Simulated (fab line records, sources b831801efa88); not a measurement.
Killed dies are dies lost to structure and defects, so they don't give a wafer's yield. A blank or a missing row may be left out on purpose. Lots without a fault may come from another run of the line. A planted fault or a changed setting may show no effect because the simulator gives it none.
Chamber matching | flow sky130 | SKY_METAL4_ETCH_17 on rie_diel-02: 4 sister chambers
The step etches SiO2 in C4F8/O2/Ar, stops on TiN, time 3.9 s, target depth 15 nm. 8 wafers are shown with their chamber, then 10 later ones without.

WAFERS WITH THEIR CHAMBER
wafer  | chamber | rf_fwd_power_W (W) | oes_product_au (a.u.)
L083.1 | 0       | 1478               | 0.757
L086.1 | 2       | 1482               | 0.753
L086.6 | 1       | 1462               | 0.745
L088.1 | 0       | 1472               | 0.755
L088.2 | 3       | 1463               | 0.756
L088.4 | 2       | 1476               | 0.771
L090.3 | 3       | 1465               | 0.758
L090.5 | 1       | 1473               | 0.754

WAFERS WITHOUT THEIR CHAMBER
wafer  | rf_fwd_power_W (W) | oes_product_au (a.u.)
L090.6 | 1478               | 0.751
L092.1 | 1481               | 0.745
L092.4 | 1475               | 0.751
L092.5 | 1474               | 0.757
L091.2 | 1461               | 0.751
L091.3 | 1480               | 0.747
L091.5 | 1470               | 0.757
L097.1 | 1462               | 0.748
L097.2 | 1484               | 0.759
L097.3 | 1465               | 0.749

WHICH CHAMBER EACH WENT THROUGH
wafer  | from the rows above               | in truth
L090.6 | can't be placed: 0 or 2 or 1      | 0
L092.1 | can't be placed: 0 or 2 or 1 or 3 | 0
L092.4 | can't be placed: 0 or 1 or 2 or 3 | 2
L092.5 | can't be placed: 0 or 2 or 1 or 3 | 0
L091.2 | can't be placed: 3 or 1 or 0      | 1
L091.3 | can't be placed: 0 or 2 or 1 or 3 | 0
L091.5 | can't be placed: 0 or 1 or 3 or 2 | 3
L097.1 | can't be placed: 1 or 3 or 0      | 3
L097.2 | can't be placed: 2 or 0           | 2
L097.3 | can't be placed: 1 or 3 or 0      | 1
Placed correctly: 0 of 10. Can't be placed from these rows: 10 (the true chamber is among the candidates in 10). Placed wrongly: 0.
How it was worked out, from the rows above alone: a wafer's distance from a chamber is the root of the sum, over the readings, of the square of ((its reading less the chamber's mean) divided by the reading's scatter). The wafer belongs to the nearest chamber; if the next one is less than 2 further off, it can't be placed. A chamber's mean is the mean of its shown wafers. The scatter: the root of (the sum of the squares of (reading less its chamber's mean) over the shown wafers, divided by (wafers less chambers)).
